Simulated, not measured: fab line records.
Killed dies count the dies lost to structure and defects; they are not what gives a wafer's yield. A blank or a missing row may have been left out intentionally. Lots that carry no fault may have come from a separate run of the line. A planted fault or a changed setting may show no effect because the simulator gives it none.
Which tool is to blame? + flow sky130 + 42 wafers from 14 lots sampled at 5 of the route's 708 steps

WHAT EACH GAUGE READ, for each wafer
The record lacks any reading of a measuring or inspecting step that a usual standard deviation could be used to judge.

WHAT TOOL EACH LOT RAN ON (gives the tool, then ch and the chambers of the sampled wafers, and finally the start)
| lot  | SKY_RES_XHIGH_STRIP_08               | SKY_SD_N_STRIP_11                    | SKY_LI_CONTACT_ETCH_15             | SKY_LI_CONTACT_STRIP_16              | SKY_LI_CONTACT_CVD_21         |
|------|--------------------------------------|--------------------------------------|------------------------------------|--------------------------------------|-------------------------------|
| L380 | plasma_asher-01 ch 0,1, day 26 15:43 | plasma_asher-02 ch 0,1, day 27 20:39 | rie_diel-04 ch 1,2,3, day 29 02:22 | plasma_asher-01 ch 0,1, day 29 02:27 | cvd_w-02 ch 0,1, day 29 02:53 |
| L381 | plasma_asher-02 ch 0,1, day 27 01:01 | plasma_asher-02 ch 0,1, day 28 06:28 | rie_diel-02 ch 0,2,3, day 29 11:50 | plasma_asher-02 ch 0,1, day 29 11:55 | cvd_w-02 ch 1, day 29 12:22   |
| L382 | plasma_asher-02 ch 0,1, day 28 11:04 | plasma_asher-04 ch 0,1, day 29 14:52 | rie_diel-04 ch 1,3, day 30 20:14   | plasma_asher-01 ch 0,1, day 30 20:19 | cvd_w-01 ch 0,1, day 30 20:46 |
| L386 | plasma_asher-01 ch 0,1, day 28 15:15 | plasma_asher-04 ch 0,1, day 29 19:37 | rie_diel-03 ch 1,3, day 31 00:56   | plasma_asher-03 ch 0,1, day 31 01:01 | cvd_w-02 ch 0,1, day 31 01:28 |
| L384 | plasma_asher-02 ch 0,1, day 28 15:47 | plasma_asher-02 ch 0,1, day 29 19:44 | rie_diel-04 ch 1,2,3, day 31 01:11 | plasma_asher-01 ch 0,1, day 31 01:16 | cvd_w-01 ch 0,1, day 31 01:42 |
| L387 | plasma_asher-02 ch 0,1, day 28 23:21 | plasma_asher-04 ch 0,1, day 30 02:52 | rie_diel-03 ch 0,2,3, day 31 07:36 | plasma_asher-01 ch 0,1, day 31 07:41 | cvd_w-01 ch 0,1, day 31 08:07 |
| L389 | plasma_asher-01 ch 0,1, day 29 19:05 | plasma_asher-03 ch 0,1, day 30 22:25 | rie_diel-04 ch 0,3, day 32 03:50   | plasma_asher-01 ch 0,1, day 32 03:55 | cvd_w-02 ch 0,1, day 32 04:21 |
| L391 | plasma_asher-04 ch 0,1, day 30 07:45 | plasma_asher-03 ch 0,1, day 31 11:07 | rie_diel-04 ch 0,1,3, day 32 16:21 | plasma_asher-03 ch 0,1, day 32 16:28 | cvd_w-02 ch 0,1, day 32 16:55 |
| L390 | plasma_asher-04 ch 0,1, day 30 08:21 | plasma_asher-02 ch 0,1, day 31 11:22 | rie_diel-03 ch 1,2,3, day 32 16:42 | plasma_asher-01 ch 0,1, day 32 16:47 | cvd_w-01 ch 0,1, day 32 17:13 |
| L392 | plasma_asher-02 ch 0,1, day 30 19:36 | plasma_asher-03 ch 0,1, day 32 00:25 | rie_diel-03 ch 0,1,3, day 33 05:26 | plasma_asher-01 ch 0,1, day 33 05:32 | cvd_w-02 ch 0,1, day 33 05:58 |
| L395 | plasma_asher-02 ch 0,1, day 32 06:29 | plasma_asher-03 ch 0,1, day 33 10:10 | rie_diel-03 ch 0,2,3, day 34 14:15 | plasma_asher-02 ch 0,1, day 34 14:20 | cvd_w-01 ch 0,1, day 34 14:56 |
| L399 | plasma_asher-02 ch 0,1, day 32 20:10 | plasma_asher-03 ch 0,1, day 33 23:28 | rie_diel-04 ch 1,2, day 35 03:51   | plasma_asher-03 ch 0,1, day 35 03:58 | cvd_w-02 ch 0,1, day 35 04:40 |
| L400 | plasma_asher-04 ch 0,1, day 33 03:47 | plasma_asher-03 ch 0,1, day 34 08:01 | rie_diel-02 ch 0,1, day 35 12:37   | plasma_asher-02 ch 0,1, day 35 12:42 | cvd_w-02 ch 0,1, day 35 13:09 |
| L402 | plasma_asher-01 ch 0,1, day 33 20:14 | plasma_asher-04 ch 0,1, day 35 00:37 | rie_diel-04 ch 0,1,3, day 36 03:44 | plasma_asher-01 ch 0,1, day 36 03:49 | cvd_w-02 ch 0,1, day 36 04:25 |
- SKY_RES_XHIGH_STRIP_08: strips in O2/N2.
- SKY_SD_N_STRIP_11: strips in O2/N2.
- SKY_LI_CONTACT_ETCH_15: etches PSG in C4F8/O2/Ar, stops on Si, target depth 600 nm.
- SKY_LI_CONTACT_STRIP_16: strips in O2/N2.
- SKY_LI_CONTACT_CVD_21: deposits W, target thk 400 nm, time 120.56 s.

WHAT THE TOOLS THEMSELVES READ (means of the sampled wafers that have a number; where no wafer has one, the mark that the record gives instead)
SKY_RES_XHIGH_STRIP_08.
| lot  | tool            | chamber_pressure_mTorr (mTorr) | drypump_motor_current_A (A) | oes_product_au (a.u.) | strip_time_to_endpoint_s (s) |
|------|-----------------|--------------------------------|-----------------------------|-----------------------|------------------------------|
| L380 | plasma_asher-01 | 1501.3                         | 5.1                         | 0.711                 | 14.26                        |
| L381 | plasma_asher-02 | 1499.8                         | 6.0                         | 0.712                 | 14.28                        |
| L382 | plasma_asher-02 | 1499.5                         | 5.8                         | 0.711                 | 14.21                        |
| L386 | plasma_asher-01 | 1498.7                         | 5.1                         | 0.711                 | 14.27                        |
| L384 | plasma_asher-02 | 1499.7                         | 5.8                         | 0.708                 | 14.26                        |
| L387 | plasma_asher-02 | 1499.3                         | 6.0                         | 0.706                 | 14.27                        |
| L389 | plasma_asher-01 | 1499.9                         | 5.1                         | 0.713                 | 14.35                        |
| L391 | plasma_asher-04 | 1499.7                         | 5.6                         | 0.713                 | 14.32                        |
| L390 | plasma_asher-04 | 1501.4                         | 5.6                         | 0.714                 | 14.28                        |
| L392 | plasma_asher-02 | 1500.7                         | 5.8                         | 0.706                 | 14.27                        |
| L395 | plasma_asher-02 | 1500.0                         | 5.8                         | 0.710                 | 14.25                        |
| L399 | plasma_asher-02 | 1500.3                         | 6.0                         | 0.714                 | 14.21                        |
| L400 | plasma_asher-04 | 1499.0                         | 5.6                         | 0.708                 | 14.29                        |
| L402 | plasma_asher-01 | 1501.0                         | 5.2                         | 0.714                 | 14.26                        |

SKY_SD_N_STRIP_11.
| lot  | tool            | chamber_pressure_mTorr (mTorr) | drypump_motor_current_A (A) | oes_product_au (a.u.) | strip_time_to_endpoint_s (s) |
|------|-----------------|--------------------------------|-----------------------------|-----------------------|------------------------------|
| L380 | plasma_asher-02 | 1498.3                         | 5.98                        | 0.528                 | 22.54                        |
| L381 | plasma_asher-02 | 1500.2                         | 5.80                        | 0.535                 | 22.57                        |
| L382 | plasma_asher-04 | 1499.1                         | 5.62                        | 0.524                 | 22.49                        |
| L386 | plasma_asher-04 | 1498.8                         | 5.63                        | 0.526                 | 22.52                        |
| L384 | plasma_asher-02 | 1501.3                         | 5.83                        | 0.529                 | 22.54                        |
| L387 | plasma_asher-04 | 1499.5                         | 5.68                        | 0.527                 | 22.49                        |
| L389 | plasma_asher-03 | 1499.6                         | 5.54                        | 0.526                 | 22.53                        |
| L391 | plasma_asher-03 | 1500.1                         | 5.55                        | 0.526                 | 22.51                        |
| L390 | plasma_asher-02 | 1501.1                         | 5.81                        | 0.533                 | 22.54                        |
| L392 | plasma_asher-03 | 1500.1                         | 5.68                        | 0.530                 | 22.50                        |
| L395 | plasma_asher-03 | 1500.9                         | 5.52                        | 0.527                 | 22.52                        |
| L399 | plasma_asher-03 | 1501.0                         | 5.70                        | 0.526                 | 22.53                        |
| L400 | plasma_asher-03 | 1500.7                         | 5.53                        | 0.526                 | 22.55                        |
| L402 | plasma_asher-04 | 1499.3                         | 5.68                        | 0.524                 | 22.50                        |

SKY_LI_CONTACT_ETCH_15.
| lot  | tool        | bias_w (W) | chamber_pressure_mTorr (mTorr) | oes_product_au (a.u.) |
|------|-------------|------------|--------------------------------|-----------------------|
| L380 | rie_diel-04 | 1166       | 39.99                          | 0.840                 |
| L381 | rie_diel-02 | 1162       | 40.03                          | 0.838                 |
| L382 | rie_diel-04 | 1162       | 39.97                          | 0.842                 |
| L386 | rie_diel-03 | 1163       | 39.99                          | 0.839                 |
| L384 | rie_diel-04 | 1166       | 39.99                          | 0.834                 |
| L387 | rie_diel-03 | 1159       | 39.98                          | 0.840                 |
| L389 | rie_diel-04 | 1163       | 39.98                          | 0.839                 |
| L391 | rie_diel-04 | 1166       | 40.04                          | 0.842                 |
| L390 | rie_diel-03 | 1164       | 39.99                          | 0.839                 |
| L392 | rie_diel-03 | 1162       | 39.98                          | 0.837                 |
| L395 | rie_diel-03 | 1164       | 40.01                          | 0.836                 |
| L399 | rie_diel-04 | 1162       | 40.01                          | 0.835                 |
| L400 | rie_diel-02 | 1161       | 39.96                          | 0.835                 |
| L402 | rie_diel-04 | 1161       | 40.00                          | 0.835                 |

SKY_LI_CONTACT_STRIP_16.
| lot  | tool            | chamber_pressure_mTorr (mTorr) | drypump_motor_current_A (A) | oes_product_au (a.u.) | strip_time_to_endpoint_s (s) |
|------|-----------------|--------------------------------|-----------------------------|-----------------------|------------------------------|
| L380 | plasma_asher-01 | 1500.8                         | 5.1                         | 0.376                 | 3.498                        |
| L381 | plasma_asher-02 | 1500.9                         | 5.8                         | 0.382                 | 3.501                        |
| L382 | plasma_asher-01 | 1500.3                         | 5.1                         | 0.374                 | 3.509                        |
| L386 | plasma_asher-03 | 1499.4                         | 5.5                         | 0.380                 | 3.505                        |
| L384 | plasma_asher-01 | 1500.3                         | 5.1                         | 0.371                 | 3.479                        |
| L387 | plasma_asher-01 | 1498.2                         | 5.1                         | 0.376                 | 3.536                        |
| L389 | plasma_asher-01 | 1498.8                         | 5.1                         | 0.370                 | 3.509                        |
| L391 | plasma_asher-03 | 1499.3                         | 5.5                         | 0.373                 | 3.497                        |
| L390 | plasma_asher-01 | 1500.3                         | 5.1                         | 0.381                 | 3.503                        |
| L392 | plasma_asher-01 | 1499.5                         | 5.1                         | 0.380                 | 3.639                        |
| L395 | plasma_asher-02 | 1499.7                         | 6.0                         | 0.382                 | 3.618                        |
| L399 | plasma_asher-03 | 1500.7                         | 5.7                         | 0.376                 | 3.491                        |
| L400 | plasma_asher-02 | 1500.1                         | 5.8                         | 0.375                 | 3.473                        |
| L402 | plasma_asher-01 | 1499.8                         | 5.1                         | 0.371                 | 3.477                        |

SKY_LI_CONTACT_CVD_21.
| lot  | tool     | chamber_pressure_Torr (Torr) | heater_power_w (W) |
|------|----------|------------------------------|--------------------|
| L380 | cvd_w-02 | 39.95                        | 869                |
| L381 | cvd_w-02 | 40.03                        | 856                |
| L382 | cvd_w-01 | 40.06                        | 849                |
| L386 | cvd_w-02 | 39.98                        | 872                |
| L384 | cvd_w-01 | 39.99                        | 865                |
| L387 | cvd_w-01 | 40.14                        | 854                |
| L389 | cvd_w-02 | 39.99                        | 866                |
| L391 | cvd_w-02 | 40.06                        | 855                |
| L390 | cvd_w-01 | 39.92                        | 874                |
| L392 | cvd_w-02 | 40.00                        | 878                |
| L395 | cvd_w-01 | 39.98                        | 850                |
| L399 | cvd_w-02 | 39.99                        | 882                |
| L400 | cvd_w-02 | 39.91                        | 880                |
| L402 | cvd_w-02 | 40.03                        | 869                |

THE ANSWER, worked out from the rows above alone
Rule: the lots themselves supply what counts as usual. The widest of any qualifying gaps counts: lots, ordered by their means at a reading, are off when they make up no more than a third of the lots, leave a main group of 4 or more, and stand apart from it by 3 or more times the standard deviation of that group's means. The tables above print the reading to a certain number of digits; a main group whose means all agree to those digits is not used. A lot without any number at a reading at which 4 lots or more have one is off too. The other lots that the step has rows for count as sound. The gauges are gone through in route order, then the tools' own readings, and for those a lot's mean is taken as printed above. The first step at which some lot is off is used, and at that step the reading that is off furthest; a lot without a number counts as furthest.
Off, at SKY_LI_CONTACT_STRIP_16 on strip_time_to_endpoint_s: L392, L395. Main group: mean 3.498 s, sd 0.016.
If a tool, at that step or one of the process steps before it, ran each lot that is off and ran no sound lot following the first of them, it fits. One fits: rie_diel-03 at SKY_LI_CONTACT_ETCH_15. A fault onset in the window from L390 (day 32 16:42, its last sound lot) to L392 (day 33 05:26, its first lot off) fits.

WHAT HAD BEEN PUT IN BY THE SIMULATOR
rie_diel-03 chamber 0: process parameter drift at SKY_LI_CONTACT_ETCH_15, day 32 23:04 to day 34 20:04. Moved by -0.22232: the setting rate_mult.
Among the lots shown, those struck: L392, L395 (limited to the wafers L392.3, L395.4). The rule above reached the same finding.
